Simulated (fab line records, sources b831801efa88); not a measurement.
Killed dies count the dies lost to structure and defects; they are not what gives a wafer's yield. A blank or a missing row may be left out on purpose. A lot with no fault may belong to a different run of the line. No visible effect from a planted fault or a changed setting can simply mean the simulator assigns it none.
Chamber matching || flow sky130 || 4 sister chambers for SKY_LI_CONTACT_CMP_24 on cmp-02
The step polishes, stops on PSG, t overpolish 20 s, target thk 0 nm. 18 wafers are shown with their chamber, then 9 later ones without.

EACH WAFER AND ITS CHAMBER
{"wafer": "L740.1", "chamber": 0, "motor current A (A)": 9.9, "time to endpoint s (s)": 90, "overpolish run s (s)": 19.994}
{"wafer": "L740.3", "chamber": 1, "motor current A (A)": 10.3, "time to endpoint s (s)": 105, "overpolish run s (s)": 20.026}
{"wafer": "L740.4", "chamber": 3, "motor current A (A)": 13.4, "time to endpoint s (s)": 91, "overpolish run s (s)": 19.996}
{"wafer": "L742.1", "chamber": 2, "motor current A (A)": 11.1, "time to endpoint s (s)": 106, "overpolish run s (s)": 19.990}
{"wafer": "L742.4", "chamber": 1, "motor current A (A)": 10.6, "time to endpoint s (s)": 111, "overpolish run s (s)": 20.004}
{"wafer": "L742.5", "chamber": 2, "motor current A (A)": 11.3, "time to endpoint s (s)": 102, "overpolish run s (s)": 20.008}
{"wafer": "L744.2", "chamber": 0, "motor current A (A)": 10.2, "time to endpoint s (s)": 93, "overpolish run s (s)": 19.986}
{"wafer": "L744.4", "chamber": 2, "motor current A (A)": 11.6, "time to endpoint s (s)": 103, "overpolish run s (s)": 19.994}
{"wafer": "L744.5", "chamber": 3, "motor current A (A)": 13.0, "time to endpoint s (s)": 96, "overpolish run s (s)": 19.994}
{"wafer": "L746.3", "chamber": 3, "motor current A (A)": 12.9, "time to endpoint s (s)": 98, "overpolish run s (s)": 19.986}
{"wafer": "L746.4", "chamber": 1, "motor current A (A)": 10.8, "time to endpoint s (s)": 110, "overpolish run s (s)": 19.992}
{"wafer": "L746.6", "chamber": 3, "motor current A (A)": 13.1, "time to endpoint s (s)": 103, "overpolish run s (s)": 20.011}
{"wafer": "L752.2", "chamber": 2, "motor current A (A)": 12.0, "time to endpoint s (s)": 102, "overpolish run s (s)": 19.987}
{"wafer": "L752.4", "chamber": 3, "motor current A (A)": 13.4, "time to endpoint s (s)": 94, "overpolish run s (s)": 20.015}
{"wafer": "L752.5", "chamber": 0, "motor current A (A)": 10.2, "time to endpoint s (s)": 97, "overpolish run s (s)": 19.995}
{"wafer": "L754.2", "chamber": 0, "motor current A (A)": 10.1, "time to endpoint s (s)": 96, "overpolish run s (s)": 19.997}
{"wafer": "L754.3", "chamber": 2, "motor current A (A)": 11.6, "time to endpoint s (s)": 105, "overpolish run s (s)": 20.007}
{"wafer": "L754.6", "chamber": 3, "motor current A (A)": 13.3, "time to endpoint s (s)": 100, "overpolish run s (s)": 20.001}

SIGNATURES (means of the wafers above)
{"reading": "motor current A", "chamber 0": 10.100, "chamber 1": 10.567, "chamber 2": 11.520, "chamber 3": 13.183, "scatter within a chamber": 0.251}
{"reading": "time to endpoint s", "chamber 0": 94.00, "chamber 1": 108.67, "chamber 2": 103.60, "chamber 3": 97.00, "scatter within a chamber": 3.34}
{"reading": "overpolish run s", "chamber 0": 19.99300, "chamber 1": 20.00733, "chamber 2": 19.99720, "chamber 3": 20.00050, "scatter within a chamber": 0.0108}
Rule: distance of a wafer from a chamber = root of the sum over the readings of ((wafer's reading minus chamber's mean) / reading's scatter) squared. The wafer belongs to the nearest chamber; if the next one is less than 2 further off, it can't be placed. The scatter: the root of (the sum of the squares of (reading less its chamber's mean) over the shown wafers, divided by (wafers less chambers)).

WAFERS WITH NO CHAMBER GIVEN
{"wafer": "L755.2", "motor current A (A)": 10.9, "time to endpoint s (s)": 117, "overpolish run s (s)": 19.992}
{"wafer": "L755.3", "motor current A (A)": 13.7, "time to endpoint s (s)": 92, "overpolish run s (s)": 20.001}
{"wafer": "L755.4", "motor current A (A)": 10.3, "time to endpoint s (s)": 101, "overpolish run s (s)": 19.988}
{"wafer": "L757.1", "motor current A (A)": 11.3, "time to endpoint s (s)": 100, "overpolish run s (s)": 19.990}
{"wafer": "L757.2", "motor current A (A)": 9.8, "time to endpoint s (s)": 91, "overpolish run s (s)": 19.993}
{"wafer": "L757.5", "motor current A (A)": 11.1, "time to endpoint s (s)": 96, "overpolish run s (s)": 20.004}
{"wafer": "L762.3", "motor current A (A)": 13.1, "time to endpoint s (s)": 89, "overpolish run s (s)": 20.006}
{"wafer": "L762.4", "motor current A (A)": 10.2, "time to endpoint s (s)": 88, "overpolish run s (s)": 19.997}
{"wafer": "L762.6", "motor current A (A)": 11.1, "time to endpoint s (s)": 99, "overpolish run s (s)": 19.993}

WHICH CHAMBER EACH WENT THROUGH
{"wafer": "L755.2", "from the rows above": "can't be placed: 1 or 2", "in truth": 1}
{"wafer": "L755.3", "from the rows above": 3, "in truth": 3}
{"wafer": "L755.4", "from the rows above": "can't be placed: 0 or 1", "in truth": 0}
{"wafer": "L757.1", "from the rows above": 2, "in truth": 2}
{"wafer": "L757.2", "from the rows above": 0, "in truth": 0}
{"wafer": "L757.5", "from the rows above": "can't be placed: 2 or 0 or 1", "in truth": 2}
{"wafer": "L762.3", "from the rows above": 3, "in truth": 3}
{"wafer": "L762.4", "from the rows above": 0, "in truth": 0}
{"wafer": "L762.6", "from the rows above": "can't be placed: 2 or 1", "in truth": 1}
Correctly placed: 5 of 9. Cannot be placed on the basis of these rows: 4; the candidates contain the true chamber in 4. Wrongly placed: 0.
